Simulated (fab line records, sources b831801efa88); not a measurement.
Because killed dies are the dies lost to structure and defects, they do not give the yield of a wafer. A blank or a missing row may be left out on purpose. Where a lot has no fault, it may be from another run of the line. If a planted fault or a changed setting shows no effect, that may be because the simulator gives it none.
Which tool was responsible? | flow gf180mcu | 13 lots, 39 wafers sampled, at 4 steps of a route of 602

WHAT EACH GAUGE READ, for each wafer
GF_V5_THK_MEAS_03. Usual: for V5_CVD_02_THK the level is 1442 nm and the standard deviation is 23.
lot  | measured     | on            | V5_CVD_02_THK (nm) | flag
L740 | day 26 09:07 | film_metro-02 | 1437 1399 1427     |
L741 | day 26 15:28 | film_metro-02 | 1408 1431 1432     |
L742 | day 27 02:47 | film_metro-04 | 1450 1477 1473     |
L743 | day 27 08:59 | film_metro-03 | 1372 1431 1402     |
L744 | day 27 16:41 | film_metro-04 | 1452 1459 1489     |
L748 | day 29 00:17 | film_metro-03 | 1458 1467 1439     |
L749 | day 29 04:45 | film_metro-03 | 1422 1405 1439     |
L750 | day 29 14:03 | film_metro-04 | 1438 1435 1449     |
L754 | day 30 17:08 | film_metro-03 | 1412 1454 1438     |
L755 | day 30 23:50 | film_metro-04 | 1455 1433 1467     |
L761 | day 32 14:05 | film_metro-04 | 1432 1447 1490     |
L762 | day 32 17:55 | film_metro-02 | 1426 1445 1421     |
L763 | day 32 20:56 | film_metro-02 | 1458 1471 1478     |

WHICH TOOL RAN EACH LOT (tool, then ch and the chambers of the sampled wafers, then the start)
lot  | GF_M1_SPUTTER_00             | GF_M5_ETCH_09                      | GF_V5_CVD_02
L740 | pvd_sputter-04, day 16 06:24 | rie_diel-02 ch 1,2, day 26 08:12   | pecvd-02 ch 0,1,2, day 26 09:01
L741 | pvd_sputter-03, day 16 13:33 | rie_diel-02 ch 0,1,3, day 26 14:30 | pecvd-02 ch 1,2, day 26 15:19
L742 | pvd_sputter-02, day 17 02:00 | rie_diel-01 ch 0,3, day 27 01:55   | pecvd-04 ch 0,1,2, day 27 02:41
L743 | pvd_sputter-03, day 17 05:41 | rie_diel-02 ch 1,2,3, day 27 08:07 | pecvd-02 ch 0,2, day 27 08:53
L744 | pvd_sputter-04, day 17 16:18 | rie_diel-03 ch 1,3, day 27 15:48   | pecvd-04 ch 0,2, day 27 16:34
L748 | pvd_sputter-02, day 19 07:18 | rie_diel-01 ch 0,1,2, day 28 23:21 | pecvd-04 ch 0,1, day 29 00:11
L749 | pvd_sputter-04, day 19 14:14 | rie_diel-02 ch 0,2,3, day 29 03:51 | pecvd-02 ch 0,1,2, day 29 04:38
L750 | pvd_sputter-04, day 19 22:10 | rie_diel-03 ch 0,1,2, day 29 13:09 | pecvd-04 ch 0,1,2, day 29 13:56
L754 | pvd_sputter-02, day 21 09:09 | rie_diel-02 ch 1,2,3, day 30 15:48 | pecvd-02 ch 1,2, day 30 17:01
L755 | pvd_sputter-03, day 21 18:08 | rie_diel-01 ch 0,1, day 30 22:25   | pecvd-02 ch 0,1,2, day 30 23:45
L761 | pvd_sputter-04, day 23 20:27 | rie_diel-03 ch 0,2,3, day 32 13:12 | pecvd-04 ch 0,1,2, day 32 13:59
L762 | pvd_sputter-02, day 24 01:06 | rie_diel-02 ch 0,1,2, day 32 17:00 | pecvd-01 ch 1,2, day 32 17:47
L763 | pvd_sputter-04, day 24 08:26 | rie_diel-03 ch 0,1,3, day 32 19:42 | pecvd-04 ch 0,2, day 32 20:50
- GF_M1_SPUTTER_00: material Ti, target thk 37.5 nm, time 150 s.
- GF_M5_ETCH_09: etches Si3N4 in CF4/O2, target depth 52 nm, time 11.6 s.
- GF_V5_CVD_02: deposits SiO2 from TEOS, target thk 1450 nm, time 163.28 s.

AS READ BY THE TOOLS THEMSELVES (means over the sampled wafers that have a number; for cases with no such wafer, the mark the record gives instead)
GF_M1_SPUTTER_00. Usual: 29.3 % for throttle_valve_pct, sd 0.99.
lot  | tool           | throttle_valve_pct (%) | flag
L740 | pvd_sputter-04 | 28.9                   |
L741 | pvd_sputter-03 | 29.9                   |
L742 | pvd_sputter-02 | 29.6                   |
L743 | pvd_sputter-03 | 30.5                   |
L744 | pvd_sputter-04 | 29.0                   |
L748 | pvd_sputter-02 | 29.7                   |
L749 | pvd_sputter-04 | 28.4                   |
L750 | pvd_sputter-04 | 29.1                   |
L754 | pvd_sputter-02 | 29.5                   |
L755 | pvd_sputter-03 | 30.6                   |
L761 | pvd_sputter-04 | 29.6                   |
L762 | pvd_sputter-02 | 29.7                   |
L763 | pvd_sputter-04 | 30.0                   |

GF_M5_ETCH_09. Usual: drypump_motor_current_A 6.1 A, standard deviation 0.41; oes_product_au 1.001 a.u., standard deviation 0.016; throttle_valve_pct 5.970 %, standard deviation 0.01.
lot  | tool        | drypump_motor_current_A (A) | oes_product_au (a.u.) | throttle_valve_pct (%) | flag
L740 | rie_diel-02 | 5.8                         | 1.007                 | 5.972                  |
L741 | rie_diel-02 | 5.9                         | 1.011                 | 5.970                  |
L742 | rie_diel-01 | 5.4                         | 1.016                 | 5.969                  |
L743 | rie_diel-02 | 6.1                         | 1.016                 | 5.977                  |
L744 | rie_diel-03 | 6.2                         | 0.994                 | 5.959                  |
L748 | rie_diel-01 | 5.9                         | 1.001                 | 5.971                  |
L749 | rie_diel-02 | 6.1                         | 0.999                 | 5.959                  |
L750 | rie_diel-03 | 6.4                         | 0.980                 | 5.971                  |
L754 | rie_diel-02 | 6.1                         | 1.009                 | 5.967                  |
L755 | rie_diel-01 | 5.8                         | 0.995                 | 5.965                  |
L761 | rie_diel-03 | 6.4                         | 0.994                 | 5.965                  |
L762 | rie_diel-02 | 5.7                         | 1.007                 | 5.967                  |
L763 | rie_diel-03 | 6.3                         | 0.990                 | 5.969                  |

GF_V5_CVD_02. Usual: heater_power_outer_w 376 W, standard deviation 64; heater_power_w 670 W, standard deviation 91.
lot  | tool     | heater_power_outer_w (W) | heater_power_w (W) | flag
L740 | pecvd-02 | 391                      | 701                |
L741 | pecvd-02 | 380                      | 724                |
L742 | pecvd-04 | 313                      | 583                |
L743 | pecvd-02 | 410                      | 711                |
L744 | pecvd-04 | 346                      | 642                |
L748 | pecvd-04 | 328                      | 616                |
L749 | pecvd-02 | 394                      | 702                |
L750 | pecvd-04 | 327                      | 608                |
L754 | pecvd-02 | 356                      | 680                |
L755 | pecvd-02 | 416                      | 716                |
L761 | pecvd-04 | 333                      | 608                |
L762 | pecvd-01 | 367                      | 623                |
L763 | pecvd-04 | 323                      | 619                |

THE ANSWER, worked out from the rows above alone
Rule: lot off if the mean of its wafers having a number is beyond 3 standard deviations from the usual mean. Also off: a lot with no number at a reading for which 4 or more lots have one. Any other lot the step has rows for is counted as sound. After the gauges, taken in route order, come the tools' own readings; for these a lot's mean is taken, as printed above. At the first step where some lot is off, the reading lying furthest off is the one used; lots without a number count as furthest.
No lot is off at any reading shown: from this, nothing can be told.

WHAT THE SIMULATOR PUT IN
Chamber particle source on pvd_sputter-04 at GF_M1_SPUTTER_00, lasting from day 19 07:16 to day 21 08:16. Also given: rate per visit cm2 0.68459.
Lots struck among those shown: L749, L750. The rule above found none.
